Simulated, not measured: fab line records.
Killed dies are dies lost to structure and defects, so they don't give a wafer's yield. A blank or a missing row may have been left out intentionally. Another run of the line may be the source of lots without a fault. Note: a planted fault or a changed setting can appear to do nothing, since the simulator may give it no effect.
Which tool was responsible? || flow gf180mcu || 6 lots, 18 wafers sampled, at 2 steps of a route of 602

WHAT THE GAUGES READ, wafer by wafer
GF_MIM_THK_MEAS_06.
{"lot": "L113", "measured": "day 26 02:49", "on": "film_metro-04", "MIM_CVD_05_THK (nm)": "41.9 41.7 42.4"}
{"lot": "L115", "measured": "day 27 10:50", "on": "film_metro-04", "MIM_CVD_05_THK (nm)": "41.9 41.7 42.4"}
{"lot": "L120", "measured": "day 28 12:26", "on": "film_metro-04", "MIM_CVD_05_THK (nm)": "41.7 42.6 42.4"}
{"lot": "L125", "measured": "day 29 21:30", "on": "film_metro-04", "MIM_CVD_05_THK (nm)": "41.2 42.2 39.9"}
{"lot": "L128", "measured": "day 30 15:13", "on": "film_metro-02", "MIM_CVD_05_THK (nm)": "42.4 42.6 42.7"}
{"lot": "L131", "measured": "day 31 10:44", "on": "film_metro-03", "MIM_CVD_05_THK (nm)": "41.6 41.3 41.3"}

WHICH TOOL RAN EACH LOT (tool, then ch and the chambers of the sampled wafers, then the start)
{"lot": "L113", "GF_MIM_CVD_05": "pecvd-04 ch 0,1,2, day 26 02:46"}
{"lot": "L115", "GF_MIM_CVD_05": "pecvd-04 ch 0,1,2, day 27 10:49"}
{"lot": "L120", "GF_MIM_CVD_05": "pecvd-04 ch 0,1,2, day 28 12:24"}
{"lot": "L125", "GF_MIM_CVD_05": "pecvd-04 ch 0,2, day 29 21:28"}
{"lot": "L128", "GF_MIM_CVD_05": "pecvd-02 ch 0,1,2, day 30 15:11"}
{"lot": "L131", "GF_MIM_CVD_05": "pecvd-01 ch 0,1,2, day 31 10:41"}
- GF_MIM_CVD_05: deposits Si3N4, target thk 42 nm, time 29.086 s.

THE ANSWER, worked out from the rows above alone
Rule: the usual values come from the lots themselves. The widest of any qualifying gaps counts: lots, ordered by their means at a reading, are off when they make up no more than a third of the lots, leave a main group of 4 or more, and stand apart from it by 3 or more times the standard deviation of that group's means. If all means in a main group match to the digits the tables above print for the reading, that group is not used. Also off: a lot with no number at a reading for which 4 or more lots have one. All remaining lots with rows at the step are treated as sound.
No lot is off on any of the readings shown, so nothing can be concluded from this.

WHAT THE SIMULATOR HAD INSERTED
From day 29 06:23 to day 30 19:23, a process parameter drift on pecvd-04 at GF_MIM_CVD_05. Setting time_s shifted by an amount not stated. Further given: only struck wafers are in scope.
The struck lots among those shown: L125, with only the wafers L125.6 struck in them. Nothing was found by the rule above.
